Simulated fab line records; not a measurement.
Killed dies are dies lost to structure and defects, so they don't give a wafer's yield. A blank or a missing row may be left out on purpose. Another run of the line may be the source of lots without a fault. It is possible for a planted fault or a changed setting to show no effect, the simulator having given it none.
The tool behind it: which one? -- flow sky130 -- 42 wafers from 14 lots sampled at 4 of the route's 708 steps

WHAT THE GAUGES READ, wafer by wafer
SKY_CONTACT_CD_MEAS_14: target cd 170 nm. Usual: cdNm 169.9 nm, standard deviation 1.5.
lot,measured,on,cdNm (nm),flag
L199,day 32 05:17,cdSem-01,169.3 169.1 167.9,
L198,day 32 11:23,cdSem-02,169.4 169.8 169.1,
L201,day 32 19:05,cdSem-01,172.2 172.2 171.8,
L200,day 33 00:45,cdSem-01,168.0 169.3 169.3,
L202,day 33 11:10,cdSem-01,168.9 169.1 169.4,
L207,day 35 02:14,cdSem-01,170.4 170.6 169.5,
L208,day 35 04:15,cdSem-02,170.6 171.0 170.3,
L210,day 35 07:14,cdSem-01,171.0 172.4 170.7,
L213,day 36 22:22,cdSem-02,171.1 170.9 169.1,
L216,day 37 14:23,cdSem-02,172.1 171.0 170.8,
L217,day 37 14:47,cdSem-02,171.5 173.1 171.9,
L219,day 38 04:50,cdSem-01,168.9 168.5 168.8,
L218,day 38 07:11,cdSem-02,169.5 169.6 168.1,
L220,day 38 20:43,cdSem-02,171.3 172.2 170.8,

SKY_CONTACT_RS_MEAS_25: measures by four-point-probe. Usual: CONTACT_W_RS 0.3373 ohm/sq, standard deviation 0.0025.
lot,measured,on,CONTACT_W_RS (ohm/sq),flag
L199,day 32 06:25,filmMetro-01,0.3388 0.3382 0.3387,
L198,day 32 12:28,filmMetro-01,0.3387 0.3343 0.3358,
L201,day 32 20:10,filmMetro-01,0.3376 0.3394 0.3383,
L200,day 33 01:49,filmMetro-04,0.3410 0.3333 0.3393,
L202,day 33 12:13,filmMetro-01,0.3385 0.3387 0.3398,
L207,day 35 03:20,filmMetro-01,0.3345 0.3352 0.3336,
L208,day 35 05:20,filmMetro-04,0.3306 0.3385 0.3362,
L210,day 35 08:17,filmMetro-01,0.3372 0.3343 0.3301,
L213,day 36 23:25,filmMetro-01,0.3362 0.3371 0.3343,
L216,day 37 15:29,filmMetro-01,0.3309 0.3371 0.3366,
L217,day 37 15:50,filmMetro-03,0.3348 0.3392 0.3368,
L219,day 38 05:53,filmMetro-01,0.3381 0.3382 0.3384,
L218,day 38 08:16,filmMetro-01,0.3396 0.3368 0.3391,
L220,day 38 21:46,filmMetro-01,0.3373 0.3356 0.3331,

EACH LOT AND THE TOOL THAT RAN IT (in order: tool; ch and the chambers of the sampled wafers; start)
lot,SKY_CONTACT_DEVELOP_13,SKY_CONTACT_SPUTTER_23
L199,"lithoTrack-04 ch 0, day 32 05:00","pvdSputter-02, day 32 06:15"
L198,"lithoTrack-01 ch 0, day 32 11:00","pvdSputter-03, day 32 12:16"
L201,"lithoTrack-03 ch 0, day 32 18:00","pvdSputter-02, day 32 20:00"
L200,"lithoTrack-04 ch 0, day 33 00:00","pvdSputter-03, day 33 01:38"
L202,"lithoTrack-01 ch 0, day 33 11:00","pvdSputter-04, day 33 12:01"
L207,"lithoTrack-04 ch 0, day 35 02:00","pvdSputter-02, day 35 03:10"
L208,"lithoTrack-01 ch 0, day 35 04:00","pvdSputter-03, day 35 05:07"
L210,"lithoTrack-01 ch 0, day 35 07:00","pvdSputter-03, day 35 08:07"
L213,"lithoTrack-04 ch 0, day 36 22:00","pvdSputter-02, day 36 23:14"
L216,"lithoTrack-03 ch 0, day 37 14:00","pvdSputter-02, day 37 15:19"
L217,"lithoTrack-03 ch 0, day 37 14:00","pvdSputter-03, day 37 15:38"
L219,"lithoTrack-04 ch 0, day 38 04:00","pvdSputter-04, day 38 05:43"
L218,"lithoTrack-01 ch 0, day 38 07:00","pvdSputter-02, day 38 08:06"
L220,"lithoTrack-03 ch 0, day 38 20:00","pvdSputter-04, day 38 21:34"
- SKY_CONTACT_DEVELOP_13: develop time 60 s.
- SKY_CONTACT_SPUTTER_23: material TiN, target thk 20 nm, time 80 s.

WHAT THE TOOLS THEMSELVES READ (means of the sampled wafers that have a number; where no wafer has one, the mark that the record gives instead)
SKY_CONTACT_DEVELOP_13. Usual: chillPlateTempC 22.98 C, standard deviation 0.097; developerTempC 20.98 C, standard deviation 0.11.
lot,tool,chillPlateTempC (C),developerTempC (C),flag
L199,lithoTrack-04,22.91,20.88,
L198,lithoTrack-01,23.10,21.09,
L201,lithoTrack-03,22.93,21.08,
L200,lithoTrack-04,22.96,21.03,
L202,lithoTrack-01,23.08,20.97,
L207,lithoTrack-04,23.13,20.94,
L208,lithoTrack-01,22.97,21.59,OFF
L210,lithoTrack-01,23.07,21.60,OFF
L213,lithoTrack-04,23.07,20.82,
L216,lithoTrack-03,22.97,21.01,
L217,lithoTrack-03,23.02,20.81,
L219,lithoTrack-04,22.90,21.06,
L218,lithoTrack-01,23.05,21.06,
L220,lithoTrack-03,22.95,21.01,

SKY_CONTACT_SPUTTER_23. Usual: throttleValvePct 29.8 %, standard deviation 1.3.
lot,tool,throttleValvePct (%),flag
L199,pvdSputter-02,28.9,
L198,pvdSputter-03,32.6,
L201,pvdSputter-02,28.9,
L200,pvdSputter-03,32.0,
L202,pvdSputter-04,29.7,
L207,pvdSputter-02,29.0,
L208,pvdSputter-03,31.2,
L210,pvdSputter-03,32.8,
L213,pvdSputter-02,28.4,
L216,pvdSputter-02,28.8,
L217,pvdSputter-03,30.3,
L219,pvdSputter-04,29.5,
L218,pvdSputter-02,29.0,
L220,pvdSputter-04,29.7,

THE ANSWER, worked out from the rows above alone
Rule: a lot is off if the mean of its wafers that have a number lies more than 3 standard deviations from the usual mean. Also off: a lot with no number at a reading for which 4 or more lots have one. The other lots that the step has rows for count as sound. The gauges are gone through in route order, then the tools' own readings, and for those a lot's mean is taken as printed above. The first step at which some lot is off is used, and at that step the reading that is off furthest; a lot without a number counts as furthest.
Off, at SKY_CONTACT_DEVELOP_13 on developerTempC: L208, L210.
A tool fits if, at that step or a process step before it, it ran every lot that is off, and no sound lot after the first of them. No candidate that was tried fits.

WHAT HAD BEEN PUT IN BY THE SIMULATOR
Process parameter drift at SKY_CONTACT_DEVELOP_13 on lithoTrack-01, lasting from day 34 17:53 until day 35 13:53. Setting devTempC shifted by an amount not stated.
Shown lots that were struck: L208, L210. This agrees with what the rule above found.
